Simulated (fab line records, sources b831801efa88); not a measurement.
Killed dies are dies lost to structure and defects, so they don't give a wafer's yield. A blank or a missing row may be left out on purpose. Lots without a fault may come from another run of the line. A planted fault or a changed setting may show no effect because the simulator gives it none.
Which tool did it? | flow sky130 | 14 lots, 42 wafers sampled, at 3 steps of a route of 708

WHAT THE GAUGES READ, wafer by wafer
SKY_SONOS_TUNNEL_CD_MEAS_07: target cd 410 nm.
lot  | measured     | on        | cd_nm (nm)
L691 | day 11 12:23 | cd_sem-01 | 411.9 411.9 412.7
L692 | day 11 19:11 | cd_sem-02 | 411.6 411.6 410.7
L696 | day 13 02:38 | cd_sem-02 | 410.0 410.1 409.6
L697 | day 13 14:33 | cd_sem-01 | 411.0 410.1 410.6
L698 | day 13 19:57 | cd_sem-01 | 410.4 409.3 409.3
L699 | day 14 01:17 | cd_sem-01 | 414.2 414.6 414.0
L701 | day 14 21:59 | cd_sem-01 | 412.7 412.6 412.5
L702 | day 15 07:02 | cd_sem-02 | 409.8 409.9 408.1
L703 | day 15 13:02 | cd_sem-01 | 408.1 409.1 410.2
L704 | day 16 07:11 | cd_sem-01 | 410.3 408.4 407.0
L709 | day 17 12:26 | cd_sem-02 | 412.5 411.3 412.4
L712 | day 18 14:09 | cd_sem-01 | 408.1 406.6 407.2
L713 | day 18 18:39 | cd_sem-02 | 411.2 412.1 412.9
L714 | day 19 01:17 | cd_sem-01 | 410.6 411.1 410.7

SKY_SONOS_TUNNEL_TW_MEAS_12.
lot  | measured     | on            | SONOS_TUNNEL_TW
L691 | day 11 12:57 | film_metro-02 | 198.8 200.0 198.5
L692 | day 11 19:44 | film_metro-04 | 197.8 198.4 198.8
L696 | day 13 03:12 | film_metro-04 | 198.5 197.7 197.3
L697 | day 13 15:08 | film_metro-03 | 195.2 195.8 196.2
L698 | day 13 20:31 | film_metro-04 | 197.2 198.2 196.0
L699 | day 14 01:52 | film_metro-03 | 194.7 195.4 194.0
L701 | day 14 22:35 | film_metro-03 | 194.0 194.1 195.3
L702 | day 15 07:37 | film_metro-04 | 197.2 197.9 197.7
L703 | day 15 13:36 | film_metro-02 | 197.6 198.9 197.7
L704 | day 16 07:47 | film_metro-03 | 196.8 196.9 196.9
L709 | day 17 13:01 | film_metro-03 | 196.4 196.0 195.2
L712 | day 18 14:43 | film_metro-02 | 202.0 201.1 200.9
L713 | day 18 19:13 | film_metro-02 | 202.3 200.8 201.5
L714 | day 19 01:52 | film_metro-04 | 199.1 197.3 197.8

SKY_POLY_GATE_THK_MEAS_21.
lot  | measured     | on            | POLY_GATE_OXIDATION_THK (nm)
L691 | day 16 13:32 | film_metro-04 | 3.91 3.90 3.93
L692 | day 17 00:35 | film_metro-03 | 3.97 3.96 4.03
L696 | day 18 13:06 | film_metro-04 | 3.99 3.93 3.97
L697 | day 18 21:53 | film_metro-03 | 4.16 4.14 4.13
L698 | day 19 02:04 | film_metro-03 | 4.03 3.95 4.13
L699 | day 20 11:11 | film_metro-04 | 4.05 3.99 4.01
L701 | day 20 13:56 | film_metro-03 | 4.05 3.99 3.96
L702 | day 20 19:50 | film_metro-04 | 3.93 3.99 4.01
L703 | day 21 03:41 | film_metro-03 | 4.17 4.17 4.15
L704 | day 22 01:09 | film_metro-04 | 4.06 4.05 4.01
L709 | day 23 08:17 | film_metro-03 | 4.06 4.14 4.18
L712 | day 24 07:13 | film_metro-01 | 4.13 4.17 4.21
L713 | day 24 17:34 | film_metro-04 | 3.98 3.92 3.98
L714 | day 24 17:33 | film_metro-03 | 4.01 4.01 4.07

WHICH TOOL RAN EACH LOT (tool, then ch and the chambers of the sampled wafers, then the start)
The record holds no process step before these readings.

WHAT THE TOOLS THEMSELVES READ (means of the sampled wafers that have a number; where no wafer has one, the mark that the record gives instead)
The record holds no such reading with a usual standard deviation.

THE ANSWER, worked out from the rows above alone
Rule: what is usual is taken from the lots themselves. Put in order of their means at a reading, lots are off if they are a third of the lots or fewer, leave a main group of 4 or more, and stand apart from it by a gap of 3 or more times the standard deviation of the main group's means; of several such gaps the widest counts. A main group whose means are all the same, to the digits that the tables above print for the reading, isn't used. A lot without any number at a reading at which 4 lots or more have one is off too. The other lots that the step has rows for count as sound. The gauges are gone through in route order, then the tools' own readings, and for those a lot's mean is taken as printed above. The first step at which some lot is off is used, and at that step the reading that is off furthest; a lot without a number counts as furthest.
No lot is off at any reading shown: from this, nothing can be told.

WHAT THE SIMULATOR HAD PUT IN
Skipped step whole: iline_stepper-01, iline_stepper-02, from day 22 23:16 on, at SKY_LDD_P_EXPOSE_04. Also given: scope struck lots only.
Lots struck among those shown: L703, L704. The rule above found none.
